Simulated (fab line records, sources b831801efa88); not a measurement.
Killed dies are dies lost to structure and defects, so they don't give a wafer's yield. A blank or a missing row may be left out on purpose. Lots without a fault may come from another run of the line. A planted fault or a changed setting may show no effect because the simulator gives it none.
Which tool did it? | flow sfq_line | 6 lots, 18 wafers sampled, at 2 steps of a route of 325

WHAT THE GAUGES READ, wafer by wafer
SFQ_M1_RS_MEAS_909: measures by four-point-probe.
lot  | measured     | on            | M1_NB_RS (ohm/sq)
L475 | day 15 03:50 | film_metro-01 | 0.891 0.891 0.887
L477 | day 15 23:03 | film_metro-01 | 0.906 0.899 0.904
L483 | day 19 09:40 | film_metro-03 | 0.880 0.876 0.880
L491 | day 23 08:38 | film_metro-04 | 0.888 0.885 0.889
L493 | day 24 17:02 | film_metro-01 | 0.892 0.890 0.892
L496 | day 26 04:34 | film_metro-01 | 0.889 0.901 0.895

WHICH TOOL RAN EACH LOT (tool, then ch and the chambers of the sampled wafers, then the start)
lot  | SFQ_TRILAYER_M1_DEP_SPUTTER_037
L475 | pvd_sputter-04, day 15 03:45
L477 | pvd_sputter-04, day 15 22:56
L483 | pvd_sputter-03, day 19 09:34
L491 | pvd_sputter-03, day 23 08:29
L493 | pvd_sputter-06, day 24 16:53
L496 | pvd_sputter-03, day 26 04:28
- SFQ_TRILAYER_M1_DEP_SPUTTER_037: material Nb, target thk 200 nm, time 133.3 s.

THE ANSWER, worked out from the rows above alone
Rule: what is usual is taken from the lots themselves. Put in order of their means at a reading, lots are off if they are a third of the lots or fewer, leave a main group of 4 or more, and stand apart from it by a gap of 3 or more times the standard deviation of the main group's means; of several such gaps the widest counts. A main group whose means are all the same, to the digits that the tables above print for the reading, isn't used. A lot without any number at a reading at which 4 lots or more have one is off too. The other lots that the step has rows for count as sound.
No lot is off at any reading shown: from this, nothing can be told.

WHAT THE SIMULATOR HAD PUT IN
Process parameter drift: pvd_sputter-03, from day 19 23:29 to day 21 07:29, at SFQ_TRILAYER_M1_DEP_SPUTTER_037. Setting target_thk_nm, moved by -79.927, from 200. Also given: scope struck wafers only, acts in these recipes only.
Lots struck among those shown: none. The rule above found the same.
